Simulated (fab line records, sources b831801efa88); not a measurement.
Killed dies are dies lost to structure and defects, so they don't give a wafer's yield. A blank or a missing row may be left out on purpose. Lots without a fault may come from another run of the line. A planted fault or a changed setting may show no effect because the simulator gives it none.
fab line records | flow sky130
record lots=13 wafers=39 last_day=50
route steps=708 shown PWDE@46 METAL1@451 VIA1@471 METAL2@483 PAD_OPEN@708
lots that met no fault: from a run of the same line without faults
start_h: hours from the record's first day to the start of the lot's first wafer shown | wait_h: hours since the lot's step before | " the same as in the row above | L1.1+2: a row that stands for several wafers | - no value, or no start given | * or withheld: withheld | < > ~ a bound
route shown NAME@n: a module of which the file shows steps, and the number in the route of the first | usual: mean/standard deviation of fault-free wafers | same: alike in all rows | chamber/n: place in a boat | sites: the reading at each site | _std_site: their standard deviation | _edge_site: outer sites' mean less inner sites' | radius_mm: how far each site lies from the wafer's centre | mask NAME#n: copy n | behind: the tool/chamber that last shaped the wafer | hold: why the lot was held/for how many hours/how that ended | device: the transistor (n, p or np) that didn't switch | end of line: the same wafers' tests at the end of the route | a step without rows: its recipe alone | killed: dies lost to structure and defects at the first sort, not the wafer's yield | map: a wafer's dies, x killed, . not, _ none there
set.NAME: the setting as run; set.NAME@STEP: as run at that earlier step | model.NAME: the simulator's own value behind a step, which no gauge read
steps of the route over a sample of lots; a table a step, a row a wafer
services: from which hour (start_h, from the record's first day; less than 0 if before it) a tool's chamber was out of use, for how many hours, and why
## steps
# step SKY_PWDE_HMDS_01
# recipe prime_time_s=60 prime_temp_c=120
# usual prime_temp_c=120.02/0.13
# columns lot.wafer tool chamber start_h wait_h prime_temp_c
L924.1 litho_track-03 0 58.35 0.1 120.37
L924.3 " 0 " " 120.16
L924.5 " 0 " " 120.05
L925.3 litho_track-03 0 68.35 0.1 119.90
L925.4 " 0 " " 119.93
L925.5 " 0 " " 119.89
L926.2 litho_track-03 0 88.97 0.1 120.00
L926.5 " 0 " " 120.07
L926.6 " 0 " " 120.13
L927.1 litho_track-02 0 89.18 0.1 120.04
L927.3 " 0 " " 120.03
L927.5 " 0 " " 119.98
L929.1 litho_track-02 0 100.78 0.1 119.89
L929.3 " 0 " " 119.85
L929.5 " 0 " " 119.71
L932.2 litho_track-04 0 109.37 0.1 120.06
L932.3 " 0 " " 120.13
L932.5 " 0 " " 120.00
L933.1 litho_track-02 0 109.78 0.1 119.94
L933.2 " 0 " " 120.28
L933.6 " 0 " " 119.95
L934.1 litho_track-03 0 118.00 0.1 123.99
L934.2 " 0 " " 124.13
L934.3 " 0 " " 123.92
L935.1 litho_track-03 0 119.30 0.1 123.91
L935.2 " 0 " " 123.77
L935.6 " 0 " " 123.95
L938.2 litho_track-04 0 140.32 0.1 120.20
L938.3 " 0 " " 120.05
L938.5 " 0 " " 119.97
L940.4 litho_track-02 0 147.26 0.1 120.14
L940.5 " 0 " " 120.23
L940.6 " 0 " " 120.24
L943.2 litho_track-02 0 178.85 0.1 120.20
L943.4 " 0 " " 120.30
L943.5 " 0 " " 120.39
L947.2 litho_track-02 0 190.45 0.1 119.87
L947.3 " 0 " " 119.96
L947.5 " 0 " " 119.75
# step SKY_METAL1_DESCUM_17
# recipe chemistry=O2 source_power_w=150 bias_power_w=0 pressure_mtorr=10 temp_c=40 time_s=8
# usual chamber_pressure_mTorr=10.001/0.0085 drypump_motor_current_A=5.8/0.47 oes_product_au=1.000/0.0071
# columns lot.wafer tool chamber start_h wait_h chamber_pressure_mTorr drypump_motor_current_A oes_product_au rf_hours_counter_h
L924.1 rie_metal-03 1 752.73 0.0 9.997 5.5 1.011 7
L924.3 " 1 " " 9.995 5.5 1.003 -
L924.5 " 0 " " 9.996 5.2 1.009 -
L925.3 rie_metal-03 1 782.41 0.0 10.007 5.5 0.993 -
L925.4 " 0 " " 9.999 5.2 1.004 -
L925.5 " 1 " " 10.008 5.5 0.989 -
L926.2 rie_metal-04 0 797.78 0.0 10.016 5.6 0.988 10
L926.5 " 1 " " 9.996 5.5 0.994 -
L926.6 " 0 " " 9.989 5.6 0.993 -
L927.1 rie_metal-01 0 805.95 0.0 9.995 6.3 1.008 6
L927.3 " 0 " " 10.001 6.3 1.001 -
L927.5 " 0 " " 9.994 6.3 1.015 -
L929.1 rie_metal-01 1 825.40 0.0 9.992 6.5 1.009 1
L929.3 " 1 " " 10.007 6.5 0.994 -
L929.5 " 1 " " 9.996 6.5 1.008 -
L933.1 rie_metal-04 0 828.35 0.0 10.003 5.6 0.991 12
L933.2 " 1 " " 9.992 5.5 1.008 13
L933.6 " 0 " " 10.009 5.6 1.001 -
L932.2 rie_metal-01 1 831.58 0.0 9.994 6.5 0.996 1
L932.3 " 1 " " 10.003 6.5 1.010 -
L932.5 " 0 " " 9.998 6.3 1.013 -
L934.1 rie_metal-03 0 845.00 0.0 10.013 5.2 1.006 13
L934.2 " 1 " " 9.987 5.5 0.993 10
L934.3 " 0 " " 9.990 5.2 1.001 -
L935.1 rie_metal-01 1 848.35 0.0 10.011 6.5 1.009 2
L935.2 " 0 " " 10.006 6.3 1.003 7
L935.6 " 1 " " 10.014 6.5 1.000 -
L938.2 rie_metal-04 0 875.86 0.0 10.004 5.6 1.013 -
L938.3 " 0 " " 10.008 5.6 1.009 -
L938.5 " 0 " " 10.003 5.6 1.004 -
L940.4 rie_metal-04 0 881.88 0.0 10.006 5.6 1.002 -
L940.5 " 0 " " 10.005 5.6 0.995 -
L940.6 " 0 " " 10.009 5.6 1.005 -
L943.2 rie_metal-03 0 919.75 0.0 9.993 5.2 0.993 15
L943.4 " 0 " " 10.007 5.2 1.014 -
L943.5 " 1 " " 10.003 5.5 1.004 -
L947.2 rie_metal-01 1 939.53 0.0 10.015 6.5 1.011 6
L947.3 " 1 " " 9.989 6.5 1.000 -
L947.5 " 1 " " 10.008 6.5 0.990 -
# step SKY_VIA1_OVL_MEAS_13
# usual VIA1_OVL=2/6.3
# columns lot.wafer tool chamber start_h wait_h VIA1_OVL[nm]
L924.1 overlay-02 - 781.45 0.1 4
L924.3 " - " " 12
L924.5 " - " " 6
L925.3 overlay-01 - 810.62 0.1 8
L925.4 " - " " 3
L925.5 " - " " 7
L926.2 overlay-02 - 825.25 0.1 2
L926.5 " - " " 7
L926.6 " - " " 4
L927.1 overlay-02 - 833.61 0.1 -3
L927.3 " - " " 1
L927.5 " - " " -2
L929.1 overlay-02 - 852.56 0.1 6
L929.3 " - " " 0
L929.5 " - " " 5
L933.1 overlay-02 - 856.22 0.1 0
L933.2 " - " " -4
L933.6 " - " " 6
L932.2 overlay-01 - 860.02 0.1 3
L932.3 " - " " -3
L932.5 " - " " 9
L934.1 overlay-02 - 874.01 0.1 -7
L934.2 " - " " 2
L934.3 " - " " -12
L935.1 overlay-02 - 876.15 0.1 -7
L935.2 " - " " -19
L935.6 " - " " -14
L938.2 overlay-02 - 902.40 0.1 -7
L938.3 " - " " 1
L938.5 " - " " 4
L940.4 overlay-02 - 908.32 0.1 5
L940.5 " - " " 2
L940.6 " - " " 3
L943.2 overlay-02 - 945.10 0.1 11
L943.4 " - " " 7
L943.5 " - " " 2
L947.2 overlay-02 - 965.69 0.1 1
L947.3 " - " " -13
L947.5 " - " " -5
# step SKY_METAL2_SPUTTER_00
# recipe material=Ti target_thk_nm=15 power_w=3000 time_s=10 chamber_pressure_pa=0.4
# usual throttle_valve_pct=29.7/0.95
# columns lot.wafer tool chamber start_h wait_h throttle_valve_pct
L924.1 pvd_sputter-03 - 782.80 0.1 28.3
L924.3 " - " " 30.1
L924.5 " - " " 28.7
L925.3 pvd_sputter-02 - 812.05 0.2 30.8
L925.4 " - " " 31.6
L925.5 " - " " 30.7
L926.2 pvd_sputter-02 - 826.95 0.2 31.6
L926.5 " - " " 30.0
L926.6 " - " " 31.6
L927.1 pvd_sputter-02 - 836.30 0.1 30.1
L927.3 " - " " 30.7
L927.5 " - " " 29.9
L929.1 pvd_sputter-03 - 854.00 0.1 28.8
L929.3 " - " " 29.3
L929.5 " - " " 28.5
L933.1 pvd_sputter-01 - 857.60 0.2 28.5
L933.2 " - " " 31.0
L933.6 " - " " 29.6
L932.2 pvd_sputter-03 - 861.37 0.1 28.9
L932.3 " - " " 29.3
L932.5 " - " " 30.0
L934.1 pvd_sputter-03 - 875.36 0.1 29.0
L934.2 " - " " 28.2
L934.3 " - " " 29.2
L935.1 pvd_sputter-01 - 877.59 0.2 29.3
L935.2 " - " " 30.7
L935.6 " - " " 29.4
L938.2 pvd_sputter-03 - 903.75 0.2 29.6
L938.3 " - " " 28.3
L938.5 " - " " 29.5
L940.4 pvd_sputter-03 - 909.69 0.1 30.2
L940.5 " - " " 29.0
L940.6 " - " " 29.3
L943.2 pvd_sputter-01 - 946.46 0.1 29.7
L943.4 " - " " 29.5
L943.5 " - " " 29.3
L947.2 pvd_sputter-01 - 967.08 0.1 30.8
L947.3 " - " " 28.7
L947.5 " - " " 29.8
# step SKY_PAD_OPEN_PROBE_99
# usual killed_at_M0_to_M3=43/7.4 killed_at_M4_up=3.1/1.8 killed_at_contacts=26/5.6 killed_at_front_end=15/4.9 killed_at_other=0.2/0.44 killed_dies=87/10 killed_open=48/7.6 killed_short=39/6.2
# same gross_dies=492 killed_at_back_side=0
# columns lot.wafer tool chamber start_h wait_h killed_at_M0_to_M3 killed_at_M4_up killed_at_contacts killed_at_front_end killed_at_other killed_dies killed_open killed_short
L929.1 prober-01 - 1121.85 0.1 30 2 30 32 0 94 57 35
L929.3 prober-01 - 1121.95 0.2 40 3 19 27 0 89 46 41
L929.5 prober-01 - 1122.05 0.2 30 1 31 15 1 78 42 35
L934.1 prober-01 - 1139.16 0.1 40 6 16 16 0 78 37 41
L934.2 prober-01 - 1139.21 0.1 43 2 19 16 1 81 32 47
L934.3 prober-01 - 1139.26 0.2 40 0 24 15 0 79 39 39
L935.1 prober-02 - 1141.47 0.1 48 3 26 13 0 90 56 33
L935.2 prober-02 - 1141.52 0.1 45 3 37 12 0 97 58 38
L935.6 prober-02 - 1141.72 0.2 57 2 26 15 0 100 62 36
L938.2 prober-01 - 1159.05 0.1 44 6 24 15 0 89 41 48
L938.3 prober-01 - 1159.10 0.2 44 2 25 20 0 91 48 43
L938.5 prober-01 - 1159.20 0.2 39 3 26 13 0 81 47 34
L940.4 prober-01 - 1163.03 0.2 49 3 33 11 0 96 52 44
L940.5 prober-01 - 1163.08 0.2 46 4 21 21 0 92 62 30
L940.6 prober-01 - 1163.13 0.2 49 2 36 15 1 103 58 44
L947.2 prober-01 - 1201.65 0.1 45 3 34 11 0 93 54 39
L947.3 prober-01 - 1201.70 0.2 43 1 26 10 0 80 46 34
L947.5 prober-01 - 1201.80 0.2 40 3 19 14 0 76 43 32
# killed by level:class
L929.1 CONTACT:geometric_particle:open=14 FIELD_ISO:geometric_particle:open=10 VIA2:geometric_particle:open=8 LOCAL_INTERCONNECT:geometric_particle:short=7 POLY_GATE:geometric_particle:open=5 VIA3:geometric_particle:open=5 FIELD_ISO:geometric_particle:short=4 POLY_GATE:geometric_particle:short=4
L929.3 VIA2:geometric_particle:open=8 FIELD_ISO:geometric_particle:open=6 LI_CONTACT:geometric_particle:open=6 VIA1:geometric_particle:open=6 METAL2:geometric_particle:short=6 FIELD_ISO:geometric_particle:short=5 POLY_GATE:geometric_particle:open=5 CONTACT:geometric_particle:open=5
L929.5 CONTACT:geometric_particle:open=12 LI_CONTACT:geometric_particle:open=11 FIELD_ISO:geometric_particle:short=9 VIA2:geometric_particle:open=7 CONTACT:geometric_particle:short=5 METAL2:geometric_particle:short=5 VIA2:geometric_particle:short=3 VIA1:geometric_particle:open=3
L934.1 LI_CONTACT:geometric_particle:open=8 METAL1:geometric_particle:short=7 VIA1:geometric_particle:short=7 POLY_GATE:geometric_particle:open=5 VIA1:geometric_particle:open=5 METAL2:geometric_particle:short=5 METAL4:geometric_particle:short=5 FIELD_ISO:geometric_particle:open=4
L934.2 METAL1:geometric_particle:short=10 VIA1:geometric_particle:open=7 LOCAL_INTERCONNECT:geometric_particle:short=6 POLY_GATE:geometric_particle:short=5 LI_CONTACT:geometric_particle:open=5 METAL2:geometric_particle:short=5 FIELD_ISO:geometric_particle:short=4 CONTACT:geometric_particle:open=4
L934.3 VIA3:geometric_particle:open=9 LI_CONTACT:geometric_particle:open=9 METAL2:geometric_particle:short=7 FIELD_ISO:geometric_particle:short=6 VIA2:geometric_particle:open=6 CONTACT:geometric_particle:short=4 CONTACT:geometric_particle:open=4 METAL1:geometric_particle:short=4
L935.1 VIA1:geometric_particle:open=17 LI_CONTACT:geometric_particle:open=14 VIA3:geometric_particle:open=7 POLY_GATE:geometric_particle:open=5 METAL2:geometric_particle:short=5 VIA2:geometric_particle:short=5 VIA2:geometric_particle:open=4 LOCAL_INTERCONNECT:geometric_particle:short=3
L935.2 CONTACT:geometric_particle:open=13 VIA1:geometric_particle:open=11 LI_CONTACT:geometric_particle:open=8 VIA3:geometric_particle:open=8 LOCAL_INTERCONNECT:geometric_particle:short=6 VIA2:geometric_particle:open=6 CONTACT:geometric_particle:short=6 POLY_GATE:geometric_particle:short=5
L935.6 VIA1:geometric_particle:open=14 CONTACT:geometric_particle:open=10 VIA3:geometric_particle:open=9 VIA2:geometric_particle:open=8 FIELD_ISO:geometric_particle:open=5 LI_CONTACT:geometric_particle:open=5 METAL1:geometric_particle:short=5 METAL2:geometric_particle:short=5
L938.2 CONTACT:geometric_particle:open=10 METAL2:geometric_particle:short=9 VIA1:geometric_particle:open=7 VIA2:geometric_particle:open=7 VIA3:geometric_particle:short=5 LI_CONTACT:geometric_particle:open=5 VIA3:geometric_particle:open=5 METAL4:geometric_particle:short=5
L938.3 VIA3:geometric_particle:open=11 FIELD_ISO:geometric_particle:open=7 CONTACT:geometric_particle:open=7 VIA1:geometric_particle:open=7 FIELD_ISO:geometric_particle:short=6 LOCAL_INTERCONNECT:geometric_particle:short=6 METAL2:geometric_particle:short=6 LI_CONTACT:geometric_particle:short=5
L938.5 CONTACT:geometric_particle:open=13 VIA2:geometric_particle:open=8 VIA1:geometric_particle:open=6 LI_CONTACT:geometric_particle:open=5 CONTACT:geometric_particle:short=5 METAL2:geometric_particle:short=5 VIA3:geometric_particle:short=4 FIELD_ISO:geometric_particle:short=3
L940.4 CONTACT:geometric_particle:short=11 VIA3:geometric_particle:open=11 VIA1:geometric_particle:open=11 LI_CONTACT:geometric_particle:open=7 LOCAL_INTERCONNECT:geometric_particle:short=6 CONTACT:geometric_particle:open=6 VIA2:geometric_particle:open=6 METAL1:geometric_particle:short=5
L940.5 VIA1:geometric_particle:open=16 POLY_GATE:geometric_particle:open=10 VIA2:geometric_particle:open=9 CONTACT:geometric_particle:open=8 VIA3:geometric_particle:open=7 FIELD_ISO:geometric_particle:open=6 LI_CONTACT:geometric_particle:open=6 VIA1:geometric_particle:short=4
L940.6 CONTACT:geometric_particle:open=15 VIA1:geometric_particle:open=12 VIA2:geometric_particle:open=9 VIA3:geometric_particle:open=8 LI_CONTACT:geometric_particle:open=7 LI_CONTACT:geometric_particle:short=6 VIA1:geometric_particle:short=6 POLY_GATE:geometric_particle:short=5
L947.2 CONTACT:geometric_particle:open=14 VIA2:geometric_particle:open=9 LI_CONTACT:geometric_particle:open=8 VIA1:geometric_particle:open=7 METAL1:geometric_particle:short=6 METAL2:geometric_particle:short=6 CONTACT:geometric_particle:short=5 VIA3:geometric_particle:open=5
L947.3 CONTACT:geometric_particle:open=11 LI_CONTACT:geometric_particle:open=9 VIA1:geometric_particle:open=8 VIA3:geometric_particle:short=8 METAL1:geometric_particle:short=5 VIA2:geometric_particle:open=5 VIA2:geometric_particle:short=4 VIA3:geometric_particle:open=4
L947.5 CONTACT:geometric_particle:open=9 VIA1:geometric_particle:open=9 METAL2:geometric_particle:short=8 LI_CONTACT:geometric_particle:open=7 METAL1:geometric_particle:short=6 FIELD_ISO:geometric_particle:short=5 POLY_GATE:geometric_particle:open=5 VIA2:geometric_particle:open=4
## services
# columns tool chamber start_h hours kind
rie_metal-03 1 42.97 15.2 repair
rie_metal-04 - 94.38 2.8 pm
rie_metal-04 1 107.36 22.2 repair
pvd_sputter-03 - 136.13 3.8 repair
pvd_sputter-01 - 151.35 1.2 repair
pvd_sputter-01 - 155.43 76.0 repair
rie_metal-01 - 165.77 0.2 repair
rie_metal-04 0 178.69 1.5 repair
rie_metal-03 0 188.61 5.4 repair
rie_metal-01 1 197.70 3.6 repair
rie_metal-03 0 220.39 6.5 repair
rie_metal-03 - 228.23 0.6 repair
pvd_sputter-03 - 228.69 9.0 repair
rie_metal-01 0 411.87 8.3 repair
rie_metal-01 - 455.77 1.4 pm
rie_metal-01 0 574.29 17.4 repair
pvd_sputter-03 - 600.49 2.4 repair
pvd_sputter-03 - 621.22 8.2 repair
pvd_sputter-03 - 700.76 12.6 repair
rie_metal-01 0 725.22 4.6 repair
rie_metal-01 0 823.68 3.1 repair
rie_metal-01 1 875.61 3.7 repair
rie_metal-01 - 966.51 2.8 pm
pvd_sputter-03 - 966.55 3.4 repair
## key
first_sign step=SKY_PWDE_HMDS_01 reading=prime_temp_c direction=up sigmas=30 usual=* struck=*
effect none on later readings
met_at SKY_PWDE_HMDS_01
struck_lots L934,L935
tester_left_out L934,L935
not_acting_at SKY_METAL1_DESCUM_17,SKY_VIA1_OVL_MEAS_13,SKY_METAL2_SPUTTER_00
onset_between 88.97 118.00
fault kind=process_parameter_drift tool=litho_track-03 chamber=- onset_h=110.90 steps=SKY_PWDE_HMDS_01 channel=prime_temp_c offset=* shape=step end_h=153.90 acts_in=* stated=*
# tester_left_out: of these lots the tester's yield and bins aren't shown, on N5 and GAA mostly nor the transistor test; their killed dies are dies lost to structure and defects alone, not to doping, threshold or leakage, so they don't give the yield
